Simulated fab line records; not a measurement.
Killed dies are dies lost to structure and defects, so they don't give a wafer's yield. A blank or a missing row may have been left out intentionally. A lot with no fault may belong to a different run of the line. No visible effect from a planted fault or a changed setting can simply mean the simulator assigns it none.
Struck lot and sound lot, side by side :: flow sky130 :: 22 steps out of a route of 708
Sound: these wafers, L846.1, L846.5, L846.6. Struck: wafer L857.5 (left out: L857.3, L857.6 of the same lot, which were not struck); the cause appears at the end.
Order at every step that has rows: each side's tool, ch and its chambers, its first start. Under that, the readings that differ: sound wafers :: struck wafers :: difference of the means :: sigmas: that difference in standard deviations of wafers without a fault.
alike: words and numbers the same on both sides, and readings whose means are apart by under 2 such deviations; not compared: readings that were withheld, readings missing a value for some wafer, numbers with overlapping values and no deviation given by the record, and bounds like >300 which may hide the same value.
Wherever a step has rows on one side only, a row that says differs or no value, or a row with sigmas, the two part there. Numbers that have no deviation but don't overlap get no sigmas and don't part them. Lack of a reading on every wafer of one side parts them only where that side has two or more wafers.

first, 5 steps without rows for these wafers: SKY_POLY_CUT_COAT_03 (resist thk 450 nm); SKY_POLY_CUT_SOFTBAKE_04 (time 90 s); SKY_POLY_CUT_EXPOSE_05 (exposes mask NPCM, target cd 270 nm); SKY_POLY_CUT_PEB_06; SKY_POLY_CUT_DEVELOP_07 (develop time 60 s).
SKY_POLY_CUT_CD_MEAS_08 targets a cd of 270 nm.
  sound on cdSem-01 at day 26 07:52; struck on cdSem-01 at day 29 20:35
reading: cdNm (nm)
sound: 268.7 270.6 271.0
struck: 274.0
difference: +3.9
sigmas: +3
SKY_POLY_CUT_OVL_MEAS_09:
  sound on overlay-01 at day 26 07:59; struck on overlay-02 at day 29 20:41
  alike: POLY_CUT_OVL
SKY_POLY_CUT_ETCH_10: etches BARC in N2/H2, stops on SiO2, time 45.9 s, target depth 60 nm.
  sound on rieDiel-01 ch 0,1,2, day 26 08:02; struck on rieDiel-02 ch 1, day 29 20:43
  alike: drypumpMotorCurrentA, oesProductAu, rfFwdPowerW, throttleValvePct
  not compared: rfHoursCounterH
SKY_POLY_CUT_ETCH_11: etches Si3N4 in CF4/CH2F2/Ar, stops on poly-Si, time 42.5 s, target depth 60 nm.
  sound on rieDiel-01 ch 0,1,2, day 26 08:04; struck on rieDiel-02 ch 1, day 29 20:45
  alike: drypumpMotorCurrentA, oesProductAu, rfFwdPowerW, throttleValvePct
  not compared: rfHoursCounterH
SKY_POLY_CUT_STRIP_12: strips in O2/N2.
  sound on plasmaAsher-02 ch 0,1, day 26 08:07; struck on plasmaAsher-02 ch 1, day 29 20:50
  alike: drypumpMotorCurrentA, oesProductAu, stripTimeToEndpointS
  not compared: rfHoursCounterH
then, 2 steps without rows for these wafers: SKY_SD_P_DEHYDRATE_00 (time 60 s); SKY_SD_P_HMDS_01 (prime time 60 s).
SKY_SD_P_COAT_02: resist thk 1140 nm.
  sound on lithoTrack-04 ch 0, day 26 22:55; struck on lithoTrack-04 ch 0, day 30 10:16
reading: model.NOVOLAK_of_SD_P_COAT_02.thkNm (nm)
sound: 1141 1145 1142
struck: 698.5
difference: -444.2
sigmas: 
then, 3 steps without rows for these wafers: SKY_SD_P_SOFTBAKE_03 (time 60 s); SKY_SD_P_EXPOSE_04 (exposes mask PSDM, target cd 380 nm); SKY_SD_P_PEB_05.
SKY_SD_P_DEVELOP_06: develop time 60 s.
  sound on lithoTrack-04 ch 0, day 27 13:43; struck on lithoTrack-03 ch 0, day 31 00:16
reading: model.NOVOLAK_of_SD_P_COAT_02.thkNm (nm)
sound: 1141 1144 1142
struck: 698.1
difference: -444.2
sigmas: 
SKY_SD_P_CD_MEAS_07 targets a cd of 380 nm.
  sound on cdSem-01 at day 27 13:52; struck on cdSem-02 at day 31 00:24
reading: cdNm (nm)
sound: 381.8 378.3 378.3
struck: 430.1
difference: +50.6
sigmas: +19
SKY_SD_P_OVL_MEAS_08:
  sound on overlay-01 at day 27 13:59; struck on overlay-02 at day 31 00:29
  alike: SD_P_OVL
after that, 1 step had no rows for these wafers: SKY_SD_P_IMPLANT_09.
SKY_SD_P_STRIP_10: strips in O2/N2.
  sound on plasmaAsher-04 ch 0,1, day 27 14:11; struck on plasmaAsher-02 ch 1, day 31 00:42
reading: oesProductAu (a.u.)
sound: 0.621 0.617 0.610
struck: 0.580
difference: -0.036
sigmas: -9

reading: stripTimeToEndpointS (s)
sound: 17.50 17.55 17.50
struck: 12.45
difference: -5.07
sigmas: -99 or more
  alike: drypumpMotorCurrentA
  not compared: rfHoursCounterH
SKY_SD_P_TW_MEAS_11:
  sound on filmMetro-01 at day 27 14:17; struck on filmMetro-02 at day 31 00:47
  alike: SD_P_TW

WHERE THEY PART
At SKY_POLY_CUT_CD_MEAS_08 first; at SKY_SD_P_STRIP_10 last (within this record only). Later steps at which nothing parts them and some readings are alike: SKY_SD_P_TW_MEAS_11.

WHY: what the simulator had put in
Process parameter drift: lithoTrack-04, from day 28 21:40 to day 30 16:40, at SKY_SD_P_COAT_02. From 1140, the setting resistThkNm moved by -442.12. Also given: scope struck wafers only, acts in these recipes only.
